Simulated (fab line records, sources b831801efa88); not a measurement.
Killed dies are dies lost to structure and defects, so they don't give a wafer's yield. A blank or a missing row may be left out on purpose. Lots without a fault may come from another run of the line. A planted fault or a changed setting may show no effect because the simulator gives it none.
fab line records | flow sky130
record lots=6 wafers=18 last_day=50
route steps=708 shown LDD_HVP@287 LDD_LDN@289 PAD_OPEN@708
lots that met no fault: from a run of the same line without faults
start_h: hours from the record's first day to the start of the lot's first wafer shown | wait_h: hours since the lot's step before | " the same as in the row above | L1.1+2: a row that stands for several wafers | - no value, or no start given | * or withheld: withheld | < > ~ a bound
route shown NAME@n: a module of which the file shows steps, and the number in the route of the first | usual: mean/standard deviation of fault-free wafers | same: alike in all rows | chamber/n: place in a boat | sites: the reading at each site | _std_site: their standard deviation | _edge_site: outer sites' mean less inner sites' | radius_mm: how far each site lies from the wafer's centre | mask NAME#n: copy n | behind: the tool/chamber that last shaped the wafer | hold: why the lot was held/for how many hours/how that ended | device: the transistor (n, p or np) that didn't switch | end of line: the same wafers' tests at the end of the route | a step without rows: its recipe alone | killed: dies lost to structure and defects at the first sort, not the wafer's yield | map: a wafer's dies, x killed, . not, _ none there
set.NAME: the setting as run; set.NAME@STEP: as run at that earlier step | model.NAME: the simulator's own value behind a step, which no gauge read
lots at some steps of the route; a table a step, a row a wafer
services: from which hour (start_h, from the record's first day; less than 0 if before it) a tool's chamber was out of use, for how many hours, and why
## steps
# step SKY_LDD_HVP_STRIP_09
# recipe chemistry=O2/N2 power_w=1400 pressure_mtorr=1500 platen_temp_c=withheld o2_flow_sccm=3000 n2_flow_sccm=300 overash_fraction=0.5
# usual drypump_motor_current_A=5.50/0.26 o2_flow_sccm=3001/9.6 oes_product_au=0.408/0.0045 strip_time_to_endpoint_s=4.132/0.014
# columns lot.wafer tool chamber start_h wait_h drypump_motor_current_A o2_flow_sccm oes_product_au rf_hours_counter_h strip_time_to_endpoint_s
L980.2 plasma_asher-01 1 506.95 0.1 5.52 3000 0.408 7 4.126
L980.3 " 1 " " 5.51 2978 0.412 - 4.123
L980.6 " 1 " " 5.53 2990 0.405 - 4.141
L990.1 plasma_asher-03 0 602.31 0.1 5.75 3003 0.405 90 4.141
L990.2 " 1 " " 5.28 2999 0.402 90 4.133
L990.4 " 0 " " 5.77 3012 0.401 - 4.121
L993.2 plasma_asher-02 1 621.55 0.1 6.14 3000 0.403 48 4.121
L993.3 " 0 " " 5.21 2987 0.405 - 4.125
L993.4 " 1 " " 6.11 2992 0.403 - 4.119
L994.1 plasma_asher-01 1 632.86 0.1 5.55 3000 0.406 20 4.124
L994.5 " 1 " " 5.51 2998 0.412 - 4.120
L994.6 " 0 " " 5.35 2992 0.409 - 4.136
L996.2 plasma_asher-03 1 644.78 0.1 5.23 2999 0.415 95 4.133
L996.4 " 1 " " 5.26 3008 0.403 - 4.122
L996.5 " 1 " " 5.26 2993 0.408 - 4.128
L999.1 plasma_asher-01 0 668.28 0.1 5.35 3012 0.404 24 4.132
L999.2 " 1 " " 5.50 3018 0.409 24 4.118
L999.4 " 1 " " 5.53 3009 0.412 - 4.134
# step SKY_LDD_HVP_TW_MEAS_10
# usual LDD_HVP_TW=456.8/2.1
# columns lot.wafer tool chamber start_h wait_h LDD_HVP_TW
L980.2 film_metro-04 - 507.06 0.1 460.7
L980.3 " - " " 459.7
L980.6 " - " " 457.8
L990.1 film_metro-01 - 602.41 0.1 460.7
L990.2 " - " " 456.9
L990.4 " - " " 457.2
L993.2 film_metro-01 - 621.66 0.1 456.9
L993.3 " - " " 457.5
L993.4 " - " " 458.4
L994.1 film_metro-04 - 632.96 0.1 454.7
L994.5 " - " " 455.2
L994.6 " - " " 457.9
L996.2 film_metro-04 - 644.89 0.1 459.2
L996.4 " - " " 456.7
L996.5 " - " " 457.8
L999.1 film_metro-02 - 668.38 0.1 458.2
L999.2 " - " " 459.3
L999.4 " - " " 459.7
# step SKY_LDD_LDN_DEHYDRATE_00
# recipe temp_c=200 time_s=60
# step SKY_LDD_LDN_HMDS_01
# recipe prime_time_s=60 prime_temp_c=120
# step SKY_LDD_LDN_COAT_02
# recipe resist=NOVOLAK spin_rpm=3000 resist_thk_nm=1140
# step SKY_LDD_LDN_SOFTBAKE_03
# recipe temp_c=90 time_s=60 resist=NOVOLAK
# step SKY_LDD_LDN_EXPOSE_04
# recipe mask_id=LDNTM na=0.6 source_shape=conventional sigma_outer=0.6 polarization=unpolarized target_cd_nm=700 dose_mj=140
# step SKY_LDD_LDN_PEB_05
# recipe temp_c=withheld time_s=* resist=NOVOLAK
# step SKY_LDD_LDN_DEVELOP_06
# recipe resist=NOVOLAK developer=TMAH develop_time_s=60 dev_temp_c=23
# step SKY_LDD_LDN_OVL_MEAS_07
# usual LDD_LDN_OVL=0.4/1.1
# columns lot.wafer tool chamber start_h wait_h LDD_LDN_OVL[nm]
L980.2 overlay-01 - 537.43 0.1 1.8
L980.3 " - " " 1.7
L980.6 " - " " 0.2
L990.1 overlay-02 - 631.31 0.1 1.9
L990.2 " - " " 0.5
L990.4 " - " " -0.1
L993.2 overlay-01 - 650.15 0.1 1.6
L993.3 " - " " 1.1
L993.4 " - " " 0.6
L994.1 overlay-02 - 661.53 0.1 0.0
L994.5 " - " " -1.0
L994.6 " - " " 0.0
L996.2 overlay-01 - 673.23 0.1 0.3
L996.4 " - " " 0.2
L996.5 " - " " 1.2
L999.1 overlay-01 - 695.86 0.1 1.3
L999.2 " - " " 1.0
L999.4 " - " " 0.6
# step SKY_LDD_LDN_IMPLANT_08
# recipe species=As energy_kev=15 dose_cm2=1.25e+13 tilt_deg=withheld rotation_deg=23
# step SKY_LDD_LDN_IMPLANT_09
# recipe species=As energy_kev=14.9 dose_cm2=1.25e+13 tilt_deg=withheld rotation_deg=113
# step SKY_LDD_LDN_IMPLANT_10
# recipe species=As energy_kev=15 dose_cm2=1.25e+13 tilt_deg=withheld rotation_deg=203
# usual beam_energy_keV=14.998/0.0055 dose_ions_cm2=1.2503e+13/1.2e+10 faraday_current_uA=70.4/1.4
# columns lot.wafer tool chamber start_h wait_h beam_energy_keV dose_ions_cm2 faraday_current_uA
L980.2 implanter-03 0 537.79 0.1 15.004 1.2496e+13 70.3
L980.3 " 0 " " 15.001 1.2507e+13 70.2
L980.6 " 0 " " 15.004 1.2502e+13 72.5
L990.1 implanter-03 0 631.65 0.1 14.997 1.2501e+13 68.8
L990.2 " 0 " " 14.994 1.252e+13 71.4
L990.4 " 0 " " 14.991 1.2518e+13 69.5
L993.2 implanter-03 0 650.50 0.1 15.001 2.0731e+13 119.6
L993.3 " 0 " " 15.001 2.0744e+13 115.3
L993.4 " 0 " " 15.005 2.0747e+13 113.3
L994.1 implanter-03 0 661.86 0.1 15.003 2.072e+13 116.1
L994.5 " 0 " " 15.004 2.0744e+13 116.7
L994.6 " 0 " " 15.002 2.0736e+13 117.8
L996.2 implanter-02 0 673.59 0.1 14.987 1.2495e+13 70.9
L996.4 " 0 " " 14.992 1.2504e+13 70.2
L996.5 " 0 " " 14.990 1.2512e+13 71.3
L999.1 implanter-04 0 696.20 0.1 14.993 1.2499e+13 73.2
L999.2 " 0 " " 15.002 1.2499e+13 68.9
L999.4 " 0 " " 14.993 1.2508e+13 70.6
# step SKY_LDD_LDN_IMPLANT_11
# recipe species=As energy_kev=15 dose_cm2=1.25e+13 tilt_deg=withheld rotation_deg=293
# step SKY_LDD_LDN_STRIP_12
# recipe chemistry=O2/N2 power_w=1400 pressure_mtorr=1500 platen_temp_c=withheld o2_flow_sccm=3000 n2_flow_sccm=300 overash_fraction=0.5
# usual drypump_motor_current_A=5.7/0.42 o2_flow_sccm=3001/8.4 oes_product_au=0.715/0.0045 strip_time_to_endpoint_s=14.17/0.041
# columns lot.wafer tool chamber start_h wait_h drypump_motor_current_A o2_flow_sccm oes_product_au rf_hours_counter_h strip_time_to_endpoint_s
L980.2 plasma_asher-03 1 538.06 0.1 5.2 2996 0.715 84 14.11
L980.3 " 0 " " 5.7 2979 0.712 - 14.12
L980.6 " 0 " " 5.7 3011 0.712 - 14.10
L990.1 plasma_asher-03 1 631.95 0.1 5.3 2987 0.726 93 14.20
L990.2 " 0 " " 5.7 3005 0.722 93 14.22
L990.4 " 0 " " 5.7 2997 0.705 - 14.19
L993.2 plasma_asher-02 1 650.78 0.1 6.2 2991 0.717 51 14.15
L993.3 " 1 " " 6.1 3002 0.710 - 14.10
L993.4 " 0 " " 5.3 3004 0.716 - 14.17
L994.1 plasma_asher-02 1 662.16 0.1 6.1 3002 0.714 52 14.16
L994.5 " 0 " " 5.3 2996 0.719 - 14.21
L994.6 " 1 " " 6.2 3021 0.713 - 14.22
L996.2 plasma_asher-02 1 673.86 0.1 6.2 2997 0.710 53 14.13
L996.4 " 0 " " 5.2 2984 0.715 - 14.15
L996.5 " 1 " " 6.2 2991 0.716 - 14.11
L999.1 plasma_asher-03 1 696.50 0.1 5.2 3007 0.710 100 14.19
L999.2 " 0 " " 5.7 3008 0.721 100 14.19
L999.4 " 0 " " 5.7 3002 0.713 - 14.24
# step SKY_LDD_LDN_TW_MEAS_13
# usual LDD_LDN_TW=1477/7
# columns lot.wafer tool chamber start_h wait_h LDD_LDN_TW
L980.2 film_metro-01 - 538.17 0.1 1485
L980.3 " - " " 1487
L980.6 " - " " 1486
L990.1 film_metro-03 - 632.05 0.1 1476
L990.2 " - " " 1475
L990.4 " - " " 1471
L993.2 film_metro-04 - 650.89 0.1 1556
L993.3 " - " " 1550
L993.4 " - " " 1555
L994.1 film_metro-03 - 662.26 0.1 1534
L994.5 " - " " 1542
L994.6 " - " " 1537
L996.2 film_metro-03 - 673.97 0.1 1481
L996.4 " - " " 1472
L996.5 " - " " 1471
L999.1 film_metro-01 - 696.60 0.1 1484
L999.2 " - " " 1484
L999.4 " - " " 1489
# step SKY_LDD_LDN_CLEAN_14
# recipe chemistry=SC1/SC2 mix=1:4:20 temp_c=70 time_s=150 dry=n2_spin
# step SKY_PAD_OPEN_PROBE_99
# usual killed_at_M0_to_M3=44/6.3 killed_at_M4_up=3.1/2 killed_at_contacts=24/4.8 killed_at_front_end=15/4.6 killed_at_other=0.2/0.51 killed_dies=87/8.4 killed_open=48/6.4 killed_short=39/5.9
# same gross_dies=492 killed_at_back_side=0
# columns lot.wafer tool chamber start_h wait_h killed_at_M0_to_M3 killed_at_M4_up killed_at_contacts killed_at_front_end killed_at_other killed_dies killed_open killed_short model.etest.tip_sonos.rs_ohm_sq
L980.2 prober-02 - 1082.41 0.1 37 4 22 26 0 89 51 38 2762
L980.3 prober-02 - 1082.46 0.2 58 3 24 17 0 102 57 45 2753
L980.6 prober-02 - 1082.61 0.2 52 7 31 15 0 105 60 45 2749
L990.1 prober-02 - 1146.11 0.1 37 0 22 17 0 76 43 33 2689
L990.2 prober-02 - 1146.16 0.1 60 1 31 18 0 110 58 52 2684
L990.4 prober-02 - 1146.26 0.2 48 1 23 13 1 86 49 37 2698
L993.2 prober-01 - 1158.68 0.1 36 5 30 17 1 89 50 39 2443
L993.3 prober-01 - 1158.73 0.2 43 3 33 9 1 89 49 40 2443
L993.4 prober-01 - 1158.78 0.2 37 4 32 16 1 90 51 39 2426
L994.1 prober-02 - 1169.26 0.1 48 1 28 21 1 99 51 48 2383
L994.5 prober-02 - 1169.46 0.2 40 3 25 14 1 83 49 34 2383
L994.6 prober-02 - 1169.51 0.2 45 4 22 23 0 94 44 50 2367
L996.2 prober-01 - 1176.38 0.1 47 4 21 12 0 84 43 41 2595
L996.4 prober-01 - 1176.48 0.2 47 2 25 17 0 91 50 41 2583
L996.5 prober-01 - 1176.53 0.2 43 2 25 11 0 81 43 38 2618
L999.1 prober-01 - 1188.59 0.1 43 3 22 23 0 91 50 41 2757
L999.2 prober-01 - 1188.64 0.1 44 1 25 7 0 77 42 35 2793
L999.4 prober-01 - 1188.74 0.2 53 3 25 12 0 93 51 42 2767
# killed by level:class
L980.2 LI_CONTACT:geometric_particle:open=8 CONTACT:geometric_particle:open=8 VIA1:geometric_particle:open=8 METAL1:geometric_particle:short=7 VIA3:geometric_particle:open=7 FIELD_ISO:geometric_particle:short=6 POLY_GATE:geometric_particle:open=6 VIA2:geometric_particle:open=5
L980.3 VIA1:geometric_particle:open=19 CONTACT:geometric_particle:open=9 METAL2:geometric_particle:short=8 VIA3:geometric_particle:open=8 LI_CONTACT:geometric_particle:open=6 VIA2:geometric_particle:open=6 VIA1:geometric_particle:short=5 POLY_GATE:geometric_particle:short=4
L980.6 LI_CONTACT:geometric_particle:open=11 VIA1:geometric_particle:open=11 CONTACT:geometric_particle:open=9 VIA3:geometric_particle:open=7 FIELD_ISO:geometric_particle:open=6 VIA2:geometric_particle:short=6 VIA2:geometric_particle:open=6 METAL2:geometric_particle:short=6
L990.1 VIA3:geometric_particle:open=10 VIA1:geometric_particle:open=8 FIELD_ISO:geometric_particle:short=7 CONTACT:geometric_particle:open=7 LOCAL_INTERCONNECT:geometric_particle:short=6 LI_CONTACT:geometric_particle:open=5 VIA2:geometric_particle:open=5 VIA1:geometric_particle:short=4
L990.2 VIA1:geometric_particle:open=12 VIA3:geometric_particle:open=11 VIA3:geometric_particle:short=9 CONTACT:geometric_particle:open=9 LI_CONTACT:geometric_particle:open=8 CONTACT:geometric_particle:short=7 METAL3:geometric_particle:short=7 SPACER:geometric_particle:short=6
L990.4 VIA1:geometric_particle:open=13 LI_CONTACT:geometric_particle:open=10 METAL1:geometric_particle:short=6 VIA3:geometric_particle:open=6 METAL2:geometric_particle:short=5 SPACER:geometric_particle:short=4 CONTACT:geometric_particle:short=4 CONTACT:geometric_particle:open=4
L993.2 CONTACT:geometric_particle:open=9 VIA1:geometric_particle:open=9 LI_CONTACT:geometric_particle:open=8 CONTACT:geometric_particle:short=6 FIELD_ISO:geometric_particle:open=5 VIA1:geometric_particle:short=5 FIELD_ISO:geometric_particle:short=4 POLY_GATE:geometric_particle:short=4
L993.3 CONTACT:geometric_particle:open=13 VIA3:geometric_particle:open=8 VIA2:geometric_particle:open=8 LI_CONTACT:geometric_particle:open=7 CONTACT:geometric_particle:short=6 METAL1:geometric_particle:short=5 FIELD_ISO:geometric_particle:open=4 LOCAL_INTERCONNECT:geometric_particle:short=4
L993.4 VIA1:geometric_particle:open=10 CONTACT:geometric_particle:open=9 LI_CONTACT:geometric_particle:open=8 VIA3:geometric_particle:open=7 LOCAL_INTERCONNECT:geometric_particle:short=6 POLY_GATE:geometric_particle:short=5 CONTACT:geometric_particle:short=5 VIA1:geometric_particle:short=5
L994.1 METAL1:geometric_particle:short=11 LI_CONTACT:geometric_particle:open=10 METAL3:geometric_particle:short=9 CONTACT:geometric_particle:open=8 FIELD_ISO:geometric_particle:open=7 VIA3:geometric_particle:open=7 POLY_GATE:geometric_particle:open=6 CONTACT:geometric_particle:short=6
L994.5 VIA1:geometric_particle:open=10 VIA2:geometric_particle:open=10 METAL2:geometric_particle:short=8 CONTACT:geometric_particle:open=7 LI_CONTACT:geometric_particle:open=6 LI_CONTACT:geometric_particle:short=5 VIA3:geometric_particle:open=5 FIELD_ISO:geometric_particle:open=4
L994.6 VIA1:geometric_particle:open=8 METAL2:geometric_particle:short=8 VIA1:geometric_particle:short=7 POLY_GATE:geometric_particle:open=6 CONTACT:geometric_particle:open=6 CONTACT:geometric_particle:short=6 LI_CONTACT:geometric_particle:open=5 METAL1:geometric_particle:short=5
L996.2 CONTACT:geometric_particle:open=11 VIA1:geometric_particle:open=11 VIA2:geometric_particle:open=6 VIA3:geometric_particle:open=5 METAL1:geometric_particle:short=5 VIA2:geometric_particle:short=4 METAL3:geometric_particle:short=4 VIA3:geometric_particle:short=4
L996.4 CONTACT:geometric_particle:open=15 VIA3:geometric_particle:open=8 VIA1:geometric_particle:open=8 METAL1:geometric_particle:short=7 FIELD_ISO:geometric_particle:short=6 FIELD_ISO:geometric_particle:open=6 VIA1:geometric_particle:short=6 CONTACT:geometric_particle:short=4
L996.5 CONTACT:geometric_particle:open=13 VIA1:geometric_particle:open=9 LI_CONTACT:geometric_particle:open=6 METAL1:geometric_particle:short=6 VIA1:geometric_particle:short=6 METAL2:geometric_particle:short=4 VIA2:geometric_particle:open=4 FIELD_ISO:geometric_particle:short=3
L999.1 VIA1:geometric_particle:open=11 VIA3:geometric_particle:open=8 FIELD_ISO:geometric_particle:open=7 CONTACT:geometric_particle:open=6 FIELD_ISO:geometric_particle:short=5 POLY_GATE:geometric_particle:open=5 LOCAL_INTERCONNECT:geometric_particle:short=5 METAL2:geometric_particle:short=5
L999.2 VIA1:geometric_particle:open=12 CONTACT:geometric_particle:open=11 LI_CONTACT:geometric_particle:open=8 METAL1:geometric_particle:short=8 VIA1:geometric_particle:short=6 LOCAL_INTERCONNECT:geometric_particle:short=5 VIA2:geometric_particle:short=4 VIA3:geometric_particle:open=4
L999.4 VIA1:geometric_particle:open=14 VIA1:geometric_particle:short=10 LI_CONTACT:geometric_particle:open=8 CONTACT:geometric_particle:open=7 VIA3:geometric_particle:open=6 VIA2:geometric_particle:open=5 METAL1:geometric_particle:open=5 METAL2:geometric_particle:short=5
## services
# columns tool chamber start_h hours kind
implanter-04 - 483.28 2.8 repair
implanter-03 - 499.97 3.9 pm
plasma_asher-02 - 503.82 15.6 pm
implanter-04 - 532.81 34.6 pm
implanter-03 - 580.51 3.9 repair
implanter-04 - 629.12 5.3 repair
plasma_asher-02 - 633.60 2.0 repair
implanter-02 - 634.70 2.3 repair
implanter-04 - 652.85 12.7 pm
plasma_asher-01 - 662.06 0.8 repair
implanter-02 - 682.36 2.1 pm
## key
first_sign step=SKY_LDD_LDN_IMPLANT_10 reading=dose_ions_cm2 direction=up sigmas=99+ usual=* struck=*
effect step=SKY_LDD_LDN_IMPLANT_10 reading=faraday_current_uA direction=up sigmas=32 usual=70.4 struck=116.5
effect step=SKY_LDD_LDN_TW_MEAS_13 reading=LDD_LDN_TW direction=up sigmas=9.8 usual=1477 struck=1546
model_effect step=SKY_PAD_OPEN_PROBE_99 value=etest.tip_sonos.rs_ohm_sq without=2626 struck=2407
met_at SKY_LDD_LDN_IMPLANT_10
struck_wafers L993.2,L993.3,L993.4,L994.1,L994.5,L994.6
tester_left_out L993,L994
onset_between 631.65 650.50
fault kind=process_parameter_drift tool=implanter-03 chamber=- onset_h=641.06 steps=SKY_LDD_LDN_IMPLANT_10 channel=dose_cm2 offset=* shape=step end_h=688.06 acts_in=* stated=*
# tester_left_out: of these lots the tester's yield and bins aren't shown, on N5 and GAA mostly nor the transistor test; their killed dies are dies lost to structure and defects alone, not to doping, threshold or leakage, so they don't give the yield
